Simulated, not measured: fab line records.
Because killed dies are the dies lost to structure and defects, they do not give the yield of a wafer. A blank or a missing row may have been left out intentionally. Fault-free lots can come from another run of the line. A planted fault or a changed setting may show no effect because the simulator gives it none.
Problem report, 8D (eight disciplines) form, completed by code || flow sfq_line || the parts of the form that need people (team, actions taken, sign-off) are left out

1. THE PROBLEM
Mean of spin_speed_rpm at SFQ_TRILAYER_M3_LITHO_COAT_080: 3187.3 rpm across 6 wafers in 2 lots; on wafers with no fault it is 2999.6 rpm (standard deviation 2.5). That is +75 standard deviations from the usual mean.
The step: resist thk 62 nm.
First seen on wafer L572.2, day 39 11:56, on litho_track-04. The record has a number at this step for 42 wafers belonging to 14 lots. Rule for "out", or "out of limits": more than 4 standard deviations from the usual mean. Any other wafer with a number is counted as sound.

2. WHAT IT IS, WHAT IT ISN'T
{"question": "which readings at this step", "is": "spin_speed_rpm", "is not": "-"}
{"question": "which lots", "is": "L572, L573", "is not": "L568, L569, L570, L581, L583, L584, L585, L586, L587, L588, L589, L590"}
{"question": "which wafers of those lots", "is": "all that have a number", "is not": "-"}
{"question": "read on which tools", "is": "litho_track-04", "is not": "litho_track-02, litho_track-03"}
{"question": "when", "is": "from day 39 11:56", "is not": "up to then (9 sound wafers); but 27 sound wafers of L581, L583, L584, L585, L586, L587, L588, L589, L590 came after"}

3. SUSPECTS, AND WHAT RULES EACH OUT
Counting: a tool at any process step up to the reading remains a suspect when it ran all the lots that are out and ran no sound lot after the first of those.
- rie_diel-03 at SFQ_TRILAYER_I1_VIA_BARC_OPEN_VIA_ETCH_071 (etches BARC in O2, target depth 125 nm, time 41.7 s): ruled out as a lasting fault. The sound lots L584, L587, L588, L589, L590 went through it after L572, its earliest lot that is out (day 32 06:23).
- litho_track-04 at SFQ_TRILAYER_M3_LITHO_COAT_080 (resist thk 62 nm): ruled out as a lasting fault. The sound lots L583, L587, L589 went through it after L572, its earliest lot that is out (day 39 11:56).
Left after counting: nothing in the record.

4. THE CAUSE (what the simulator had put in)
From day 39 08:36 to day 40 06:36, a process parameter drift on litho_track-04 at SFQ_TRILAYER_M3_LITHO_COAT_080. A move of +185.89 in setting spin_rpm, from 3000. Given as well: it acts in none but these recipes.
Counting ruled it out, wrongly.

5. THE CHAIN OF EFFECTS, in route order
One row per reading whose mean, taken over the struck wafers that have a number, lies over 3 standard deviations from the usual. Readings are gone through only where the record gives a usual standard deviation; hours: the median, over the lots, of the time from a lot's start at the first step in this table giving one to that lot's start at this step; sigmas: the change measured in usual standard deviations.
{"hours": 0, "step": "SFQ_TRILAYER_M3_LITHO_COAT_080", "reading": "spin_speed_rpm", "usual": "2999.6 rpm", "on struck wafers": 3187.3, "change": "+187.8", "sigmas": "+75"}
The process steps in it:
- SFQ_TRILAYER_M3_LITHO_COAT_080: resist thk 62 nm.

6. HOW IT WOULD HAVE BEEN CAUGHT EARLIER
The fault began at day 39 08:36; the first out-of-limits reading in this record came at day 39 11:56, 3 hours later.
